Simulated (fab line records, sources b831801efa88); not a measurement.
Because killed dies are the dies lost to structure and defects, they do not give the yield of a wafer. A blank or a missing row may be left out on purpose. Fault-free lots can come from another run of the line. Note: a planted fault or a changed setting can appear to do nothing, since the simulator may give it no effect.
Code-filled problem report in 8D (eight disciplines) form | flow sky130 | the parts of the form that need people (team, actions taken, sign-off) are left out

1. WHAT WENT WRONG
rf fwd power W at SKY_FIELD_ISO_ETCH_14 reads a mean of 415.5 W on 1 wafer of 1 lot; wafers without a fault read 494.8 W with a standard deviation of 2. Measured from the usual mean, that is -40 standard deviations.
The step: etches BARC in N2/H2, stops on SiO2, time 45.9 s, target depth 60 nm.
Seen first at day 5 15:16 on rie diel-02, wafer L429.3. The record has a number at this step for 33 wafers belonging to 11 lots. By rule, "out" or "out of limits" means more than 4 standard deviations away from the usual mean. The other wafers with a number count as sound.

2. WHAT IT IS; WHAT IT IS NOT
question                    | is               | is not
which readings at this step | rf fwd power W   | drypump motor current A, n2 flow sccm, oes product au, throttle valve pct
which lots                  | L429             | L415, L416, L417, L420, L421, L433, L434, L435, L436, L437
which wafers of those lots  | L429.3           | L429.1, L429.5
read on which tools         | rie diel-02      | rie diel-01, rie diel-04
when                        | from day 5 15:16 | up to then (17 sound wafers); but 15 sound wafers of L433, L434, L435, L436, L437 came after

3. WHAT RULES OUT EACH SUSPECT
Counting: if a tool at a process step up to the reading ran every lot that is out, it stays a suspect. Sound lots after the first of them don't rule it out here, since some wafers of a struck lot are sound.
- rie diel-02 at SKY_FIELD_ISO_ETCH_14 (etches BARC in N2/H2, stops on SiO2, time 45.9 s, target depth 60 nm): kept. It processed L429, the lot that is out, at day 5 15:16, and its most recent sound lot before then was L421 at day 3 19:43. Its own readings are out on those wafers: rf fwd power W.
- Within rie diel-02 at SKY_FIELD_ISO_ETCH_14: the wafers that are out ran in chamber 1; their sound lot-mates ran in chambers 0, 2.
After counting, what remains is rie diel-02 at SKY_FIELD_ISO_ETCH_14.

4. THE CAUSE (what the simulator had put in)
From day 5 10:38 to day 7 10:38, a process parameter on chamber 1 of rie diel-02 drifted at SKY_FIELD_ISO_ETCH_14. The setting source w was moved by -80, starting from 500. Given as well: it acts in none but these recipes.
After counting, this tool was the only one left.

5. THE EFFECT CHAIN, in route order
Rows list readings where the struck wafers' mean (over those with a number) sits beyond 3 standard deviations from the usual. Only readings for which the record gives a usual standard deviation are gone through. hours: the time from each lot's start at the first step in this table that gives one to its start at this step, as a median over the lots. sigmas: the change in usual standard deviations.
hours | step                  | reading        | usual   | on struck wafers | change | sigmas
0     | SKY_FIELD_ISO_ETCH_14 | rf fwd power W | 494.8 W | 415.5            | -79.3  | -40
The process steps in it:
- SKY_FIELD_ISO_ETCH_14: etches BARC in N2/H2, stops on SiO2, time 45.9 s, target depth 60 nm.

6. WHAT WOULD HAVE CAUGHT IT SOONER
The fault began at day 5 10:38; the first out-of-limits reading in this record came at day 5 15:16, 5 hours later.
